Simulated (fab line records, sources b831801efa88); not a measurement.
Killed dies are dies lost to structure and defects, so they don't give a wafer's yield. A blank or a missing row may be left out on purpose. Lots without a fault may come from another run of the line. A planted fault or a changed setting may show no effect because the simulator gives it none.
Chamber matching | flow gf180mcu | GF_POLY_GATE_ETCH_13 on rie_si-01: 4 sister chambers
The step etches poly-Si in HBr/Cl2, stops on SiO2, target depth 198.5 nm, time 69.6 s. 22 wafers are shown with their chamber, then 11 later ones without.

WAFERS WITH THEIR CHAMBER
wafer  | chamber | drypump_motor_current_A (A) | oes_product_au (a.u.) | throttle_valve_pct (%)
L074.1 | 1       | 6.5                         | 0.994                 | 33.675
L074.4 | 3       | 5.4                         | 0.979                 | 33.691
L074.5 | 0       | 5.1                         | 0.998                 | 33.678
L075.2 | 2       | 5.5                         | 0.974                 | 33.687
L075.5 | 3       | 5.5                         | 0.979                 | 33.689
L075.6 | 2       | 5.5                         | 0.982                 | 33.688
L076.2 | 2       | 5.5                         | 0.979                 | 33.678
L076.3 | 3       | 5.4                         | 0.981                 | 33.676
L076.5 | 1       | 6.6                         | 0.988                 | 33.679
L080.2 | 2       | 5.5                         | 1.003                 | 33.683
L080.4 | 1       | 6.6                         | 0.991                 | 33.667
L080.6 | 2       | 5.5                         | 0.995                 | 33.675
L082.1 | 3       | 5.5                         | 0.979                 | 33.689
L082.5 | 3       | 5.4                         | 0.966                 | 33.684
L082.6 | 1       | 6.6                         | 0.984                 | 33.691
L083.1 | 1       | 6.5                         | 0.998                 | 33.679
L083.2 | 3       | 5.4                         | 0.983                 | 33.679
L083.5 | 2       | 5.5                         | 0.995                 | 33.671
L085.1 | 1       | 6.6                         | 0.990                 | 33.684
L085.2 | 2       | 5.5                         | 0.987                 | 33.682
L085.3 | 3       | 5.4                         | 0.979                 | 33.687
L089.1 | 1       | 6.6                         | 0.991                 | 33.693

SIGNATURES (means of the wafers above)
reading                 | chamber 0 | chamber 1 | chamber 2 | chamber 3 | scatter within a chamber
drypump_motor_current_A | 5.100     | 6.571     | 5.500     | 5.429     | 0.0398
oes_product_au          | 0.99800   | 0.99086   | 0.98786   | 0.97800   | 0.00721
throttle_valve_pct      | 33.67800  | 33.68114  | 33.68057  | 33.68500  | 0.00714
Rule: a wafer's distance from a chamber is the root of the sum, over the readings, of the square of ((its reading less the chamber's mean) divided by the reading's scatter). The wafer belongs to the nearest chamber; if the next one is less than 2 further off, it can't be placed. The scatter: the root of (the sum of the squares of (reading less its chamber's mean) over the shown wafers, divided by (wafers less chambers)).

WAFERS WITHOUT THEIR CHAMBER
wafer  | drypump_motor_current_A (A) | oes_product_au (a.u.) | throttle_valve_pct (%)
L089.4 | 5.5                         | 0.986                 | 33.702
L089.6 | 6.5                         | 0.994                 | 33.678
L090.2 | 5.1                         | 0.995                 | 33.695
L090.4 | 5.5                         | 0.977                 | 33.685
L090.5 | 5.1                         | 0.983                 | 33.695
L091.3 | 5.2                         | 0.994                 | 33.688
L091.4 | 5.4                         | 0.985                 | 33.699
L091.5 | 5.5                         | 0.988                 | 33.703
L093.1 | 5.5                         | 0.985                 | 33.682
L093.2 | 5.4                         | 0.981                 | 33.699
L093.3 | 5.2                         | 0.988                 | 33.686

WHICH CHAMBER EACH WENT THROUGH
wafer  | from the rows above     | in truth
L089.4 | can't be placed: 2 or 3 | 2
L089.6 | 1                       | 1
L090.2 | 0                       | 0
L090.4 | can't be placed: 2 or 3 | 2
L090.5 | 0                       | 0
L091.3 | 0                       | 0
L091.4 | can't be placed: 3 or 2 | 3
L091.5 | can't be placed: 2 or 3 | 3
L093.1 | can't be placed: 2 or 3 | 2
L093.2 | can't be placed: 3 or 2 | 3
L093.3 | 0                       | 0
Placed correctly: 5 of 11. Can't be placed from these rows: 6 (the true chamber is among the candidates in 6). Placed wrongly: 0.
